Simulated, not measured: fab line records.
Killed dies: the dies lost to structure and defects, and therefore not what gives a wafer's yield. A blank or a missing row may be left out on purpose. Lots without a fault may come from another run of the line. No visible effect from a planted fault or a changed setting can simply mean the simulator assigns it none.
What tool caused it?	flow sky130	12 lots with 36 wafers sampled at 6 steps, on a route of 708 steps

== WHAT THE GAUGES SHOWED, per wafer ==
SKY_PWDE_TW_MEAS_10.
lot	measured	on	PWDE_TW
L416	day 4 10:32	film-metro-03	368.2 371.0 369.3
L418	day 4 22:25	film-metro-01	370.8 371.3 372.0
L419	day 5 03:39	film-metro-04	372.7 372.2 374.0
L420	day 5 06:25	film-metro-01	371.3 372.6 371.4
L421	day 5 13:12	film-metro-01	371.3 373.1 372.1
L422	day 5 18:27	film-metro-04	372.5 372.1 371.0
L423	day 6 01:05	film-metro-03	370.4 368.3 368.5
L425	day 6 07:37	film-metro-03	371.3 369.5 368.8
L426	day 6 19:53	film-metro-01	369.3 369.1 371.1
L428	day 7 05:25	film-metro-04	461.3 462.9 461.3
L429	day 7 11:07	film-metro-03	458.7 460.6 457.4
L430	day 7 17:47	film-metro-03	459.1 460.0 457.0

SKY_NWELL_RS_MEAS_31: measurement is done with a four-point probe.
lot	measured	on	PWDE_RS (ohm/sq)
L416	day 5 23:16	film-metro-04	5288 5270 5278
L418	day 6 11:37	film-metro-01	5275 5277 5286
L419	day 6 18:40	film-metro-03	5295 5278 5261
L420	day 6 20:40	film-metro-01	5289 5287 5290
L421	day 7 03:18	film-metro-03	5273 5273 5274
L422	day 7 10:16	film-metro-01	5264 5253 5274
L423	day 7 15:47	film-metro-01	5269 5277 5253
L425	day 7 22:55	film-metro-01	5257 5269 5271
L426	day 8 13:07	film-metro-01	5283 5254 5286
L428	day 8 23:27	film-metro-01	3119 3111 3118
L429	day 9 04:23	film-metro-04	3116 3114 3109
L430	day 9 13:07	film-metro-01	3127 3124 3138

SKY_SONOS_ONO_THK_MEAS_05.
lot	measured	on	SONOS_ONO_CVD_04_THK (nm)
L416	day 12 11:35	film-metro-03	5.81 5.73 5.83
L418	day 13 04:40	film-metro-03	5.77 5.80 5.78
L419	day 13 16:17	film-metro-01	5.80 5.82 5.80
L420	day 13 16:18	film-metro-03	5.60 5.68 5.63
L421	day 14 04:25	film-metro-03	5.69 5.59 5.84
L422	day 14 13:23	film-metro-01	5.56 5.55 5.69
L423	day 15 01:26	film-metro-03	5.62 5.73 5.66
L425	day 15 02:43	film-metro-01	5.67 5.80 5.70
L426	day 15 19:53	film-metro-02	5.52 5.52 5.52
L428	day 16 10:29	film-metro-02	5.67 5.83 5.74
L429	day 16 17:02	film-metro-01	5.85 5.85 5.87
L430	day 17 02:56	film-metro-01	5.66 5.87 5.66

SKY_LI_CONTACT_OVL_MEAS_13.
lot	measured	on	LI_CONTACT_OVL (nm)
L416	day 29 22:14	overlay-01	12 7 6
L418	day 30 16:45	overlay-02	8 -5 1
L419	day 31 12:45	overlay-02	2 0 4
L420	day 31 07:59	overlay-02	-6 -6 0
L421	day 31 23:18	overlay-02	5 7 5
L422	day 32 09:19	overlay-01	1 7 7
L423	day 32 18:45	overlay-01	5 -1 -9
L425	day 32 21:38	overlay-01	-1 -1 -10
L426	day 33 14:13	overlay-01	13 8 3
L428	day 34 00:13	overlay-02	4 0 -5
L429	day 34 09:28	overlay-02	0 0 -5
L430	day 34 20:55	overlay-01	5 0 4

== TOOL THAT RAN EACH LOT (tool first, then ch and the chambers of the sampled wafers, then the start) ==
lot	SKY_PWDE_IMPLANT_08	SKY_NWELL_STRIP_14
L416	implanter-02 ch 0, day 4 10:19	plasma-asher-02 ch 0,1, day 5 04:45
L418	implanter-03 ch 0, day 4 22:09	plasma-asher-03 ch 0,1, day 5 16:48
L419	implanter-03 ch 0, day 5 03:24	plasma-asher-01 ch 0,1, day 5 22:52
L420	implanter-02 ch 0, day 5 06:10	plasma-asher-03 ch 0,1, day 6 01:31
L421	implanter-03 ch 0, day 5 12:57	plasma-asher-02 ch 0,1, day 6 08:09
L422	implanter-04 ch 0, day 5 18:13	plasma-asher-02 ch 0,1, day 6 13:40
L423	implanter-02 ch 0, day 6 00:50	plasma-asher-03 ch 0, day 6 19:43
L425	implanter-02 ch 0, day 6 07:23	plasma-asher-02 ch 0,1, day 7 02:23
L426	implanter-04 ch 0, day 6 19:38	plasma-asher-02 ch 0, day 7 15:53
L428	implanter-03 ch 0, day 7 04:50	plasma-asher-03 ch 0,1, day 8 01:50
L429	implanter-04 ch 0, day 7 10:20	plasma-asher-02 ch 0,1, day 8 06:53
L430	implanter-02 ch 0, day 7 17:13	plasma-asher-01 ch 0, day 8 14:33
- SKY_PWDE_IMPLANT_08
- SKY_NWELL_STRIP_14: strips in O2/N2.

== AS READ BY THE TOOLS THEMSELVES (means over the sampled wafers that have a number; for cases with no such wafer, the mark the record gives instead) ==
SKY_NWELL_STRIP_14.
lot	tool	drypump-motor-current-A (A)	oes-product-au (a.u.)	strip-time-to-endpoint-s (s)
L416	plasma-asher-02	5.2	0.720	36.98
L418	plasma-asher-03	5.5	0.724	36.94
L419	plasma-asher-01	6.4	0.725	37.00
L420	plasma-asher-03	5.5	0.719	36.91
L421	plasma-asher-02	5.2	0.721	36.92
L422	plasma-asher-02	5.2	0.721	36.85
L423	plasma-asher-03	5.6	0.724	36.86
L425	plasma-asher-02	5.2	0.723	36.90
L426	plasma-asher-02	5.3	0.726	36.88
L428	plasma-asher-03	5.5	0.725	36.93
L429	plasma-asher-02	5.2	0.721	36.87
L430	plasma-asher-01	6.8	0.721	36.92

== THE ANSWER, worked out from the rows above alone ==
Rule: the usual values come from the lots themselves. Put in order of their means at a reading, lots are off if they are a third of the lots or fewer, leave a main group of 4 or more, and stand apart from it by a gap of 3 or more times the standard deviation of the main group's means; of several such gaps the widest counts. The tables above print the reading to a certain number of digits; a main group whose means all agree to those digits is not used. Also off: a lot with no number at a reading for which 4 or more lots have one. Where the step has rows for the other lots, those lots are counted as sound. The gauges are gone through in route order, then the tools' own readings, and for those a lot's mean is taken as printed above. The first step at which some lot is off is used, and at that step the reading that is off furthest; a lot without a number counts as furthest.
Off: L428, L429, L430, seen at SKY_PWDE_TW_MEAS_10 (PWDE_TW). Mean 370.9 and standard deviation 1.3 in the main group.
If a tool, at a process step before that reading, ran all the lots that are off and no sound lot after the first of them, it fits. Those tools and the gauges at SKY_PWDE_TW_MEAS_10 are tried in the same way. None of those tried fits.

== WHAT THE SIMULATOR HAD INSERTED ==
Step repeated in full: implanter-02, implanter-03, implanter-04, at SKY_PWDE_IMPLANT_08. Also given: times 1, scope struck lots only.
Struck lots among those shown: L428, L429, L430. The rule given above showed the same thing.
